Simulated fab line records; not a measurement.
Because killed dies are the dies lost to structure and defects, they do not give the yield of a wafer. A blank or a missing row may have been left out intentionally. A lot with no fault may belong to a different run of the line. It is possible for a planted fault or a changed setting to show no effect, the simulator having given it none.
The tool behind it: which one? + flow sky130 + 14 lots, 42 wafers sampled, at 4 steps of a route of 708

## WHAT EACH GAUGE READ, for each wafer
SKY_DNWELL_TW_MEAS_09. Usual: DNWELL_TW 1125, standard deviation 7.4.
| lot  | measured    | on            | DNWELL_TW         | flag |
|------|-------------|---------------|-------------------|------|
| L439 | day 3 08:54 | film-metro-03 | 1134 1134 1131    |      |
| L438 | day 3 09:15 | film-metro-03 | 1127 1133 1126    |      |
| L440 | day 3 13:57 | film-metro-03 | 1129 1131 1138    |      |
| L443 | day 4 03:07 | film-metro-02 | 1112 1116 1117    |      |
| L444 | day 4 16:16 | film-metro-03 | 1133 1138 1134    |      |
| L446 | day 5 01:41 | film-metro-02 | 1123 1121 1127    |      |
| L447 | day 5 06:43 | film-metro-03 | 1117 1118 1114    |      |
| L449 | day 5 17:21 | film-metro-03 | 1132 1128 1125    |      |
| L451 | day 6 08:22 | film-metro-02 | 1110 1115 1116    |      |
| L453 | day 6 19:18 | film-metro-03 | 1130 1126 1129    |      |
| L455 | day 7 03:25 | film-metro-02 | 30 30 30 30 30 30 | OFF  |
| L456 | day 7 10:07 | film-metro-03 | 30 30 30 31 30 30 | OFF  |
| L460 | day 8 02:51 | film-metro-03 | 1128 1131 1135    |      |
| L461 | day 8 21:09 | film-metro-02 | 1119 1118 1118    |      |

SKY_VT_ADJUST_LVTN_OVL_MEAS_18. Usual: VT_ADJUST_LVTN_01_OVL 1.0 nm, standard deviation 1.2.
| lot  | measured     | on         | VT_ADJUST_LVTN_01_OVL (nm) | flag |
|------|--------------|------------|----------------------------|------|
| L439 | day 7 20:51  | overlay-02 | 2.4 2.3 2.4                |      |
| L438 | day 7 21:00  | overlay-02 | 1.1 -0.7 0.2               |      |
| L440 | day 8 02:15  | overlay-02 | 0.3 -0.3 -0.5              |      |
| L443 | day 8 23:52  | overlay-02 | 1.1 3.2 1.7                |      |
| L444 | day 9 13:03  | overlay-02 | 1.9 2.6 0.5                |      |
| L446 | day 9 23:21  | overlay-02 | 1.6 2.0 0.0                |      |
| L447 | day 10 06:22 | overlay-02 | 2.7 1.1 2.7                |      |
| L449 | day 10 20:30 | overlay-02 | 1.1 2.1 2.7                |      |
| L451 | day 11 14:45 | overlay-01 | 0.7 1.5 -0.3               |      |
| L453 | day 12 05:45 | overlay-02 | 2.6 2.5 1.0                |      |
| L460 | day 13 23:03 | overlay-01 | 3.5 3.1 1.7                |      |
| L461 | day 14 20:30 | overlay-02 | 2.5 -0.5 0.5               |      |

SKY_LDD_HVP_TW_MEAS_10. Usual: LDD_HVP_TW 457.4, standard deviation 2.2.
| lot  | measured     | on            | LDD_HVP_TW        | flag |
|------|--------------|---------------|-------------------|------|
| L439 | day 21 16:35 | film-metro-04 | 457.8 455.8 455.8 |      |
| L438 | day 21 11:47 | film-metro-03 | 462.7 463.3 462.5 |      |
| L440 | day 22 01:23 | film-metro-03 | 457.2 455.7 456.1 |      |
| L443 | day 23 13:23 | film-metro-01 | 455.8 458.1 457.9 |      |
| L444 | day 24 01:29 | film-metro-03 | 457.6 458.0 455.8 |      |
| L446 | day 24 18:05 | film-metro-01 | 456.5 457.8 455.1 |      |
| L447 | day 25 04:39 | film-metro-04 | 453.2 454.6 454.3 |      |
| L449 | day 25 17:59 | film-metro-03 | 456.1 455.0 455.9 |      |
| L451 | day 26 15:50 | film-metro-01 | 458.7 460.7 459.3 |      |
| L453 | day 27 13:02 | film-metro-01 | 455.1 456.2 456.7 |      |
| L460 | day 29 04:08 | film-metro-04 | 454.5 456.6 457.2 |      |
| L461 | day 30 04:29 | film-metro-03 | 459.4 458.9 457.9 |      |

## WHAT TOOL EACH LOT RAN ON (gives the tool, then ch and the chambers of the sampled wafers, and finally the start)
| lot  | SKY_DNWELL_DEVELOP_06            |
|------|----------------------------------|
| L439 | litho-track-04 ch 0, day 3 08:00 |
| L438 | litho-track-04 ch 0, day 3 08:00 |
| L440 | litho-track-03 ch 0, day 3 13:00 |
| L443 | litho-track-04 ch 0, day 4 02:00 |
| L444 | litho-track-01 ch 0, day 4 15:00 |
| L446 | litho-track-04 ch 0, day 5 01:00 |
| L447 | litho-track-01 ch 0, day 5 06:00 |
| L449 | litho-track-03 ch 0, day 5 16:00 |
| L451 | litho-track-03 ch 0, day 6 07:00 |
| L453 | litho-track-01 ch 0, day 6 18:00 |
| L455 | litho-track-03, day 7 03:00      |
| L456 | litho-track-01, day 7 09:00      |
| L460 | litho-track-03 ch 0, day 8 02:00 |
| L461 | litho-track-03 ch 0, day 8 20:00 |
- SKY_DNWELL_DEVELOP_06: develop time 60 s.

## WHAT THE TOOLS THEMSELVES READ (means of the sampled wafers that have a number; where no wafer has one, the mark that the record gives instead)
SKY_DNWELL_DEVELOP_06. Usual: chill-plate-temp-C reads 23.02 C (standard deviation 0.1).
| lot  | tool           | chill-plate-temp-C (C) | flag |
|------|----------------|------------------------|------|
| L439 | litho-track-04 | 22.97                  |      |
| L438 | litho-track-04 | 22.97                  |      |
| L440 | litho-track-03 | 23.03                  |      |
| L443 | litho-track-04 | 22.95                  |      |
| L444 | litho-track-01 | 23.07                  |      |
| L446 | litho-track-04 | 22.97                  |      |
| L447 | litho-track-01 | 23.00                  |      |
| L449 | litho-track-03 | 23.03                  |      |
| L451 | litho-track-03 | 23.09                  |      |
| L453 | litho-track-01 | 23.14                  |      |
| L455 | litho-track-03 | -                      | OFF  |
| L456 | litho-track-01 | -                      | OFF  |
| L460 | litho-track-03 | 22.96                  |      |
| L461 | litho-track-03 | 22.89                  |      |

## THE ANSWER, worked out from the rows above alone
Rule: a lot is off if the mean of its wafers that have a number lies more than 3 standard deviations from the usual mean. A lot without any number at a reading at which 4 lots or more have one is off too. All remaining lots with rows at the step are treated as sound. The gauges are gone through in route order, then the tools' own readings, and for those a lot's mean is taken as printed above. The first step at which some lot is off is used, and at that step the reading that is off furthest; a lot without a number counts as furthest.
Off: L455, L456, at SKY_DNWELL_TW_MEAS_09 (DNWELL_TW).
A tool fits if, at a process step before that reading, it ran every lot that is off, and no sound lot after the first of them. The gauges at SKY_DNWELL_TW_MEAS_09 aren't tried: what is off there is off at SKY_DNWELL_DEVELOP_06 too, on other tools, and a gauge's error can't cause that. Not one of the candidates tried fits.

## WHAT THE SIMULATOR HAD PUT IN
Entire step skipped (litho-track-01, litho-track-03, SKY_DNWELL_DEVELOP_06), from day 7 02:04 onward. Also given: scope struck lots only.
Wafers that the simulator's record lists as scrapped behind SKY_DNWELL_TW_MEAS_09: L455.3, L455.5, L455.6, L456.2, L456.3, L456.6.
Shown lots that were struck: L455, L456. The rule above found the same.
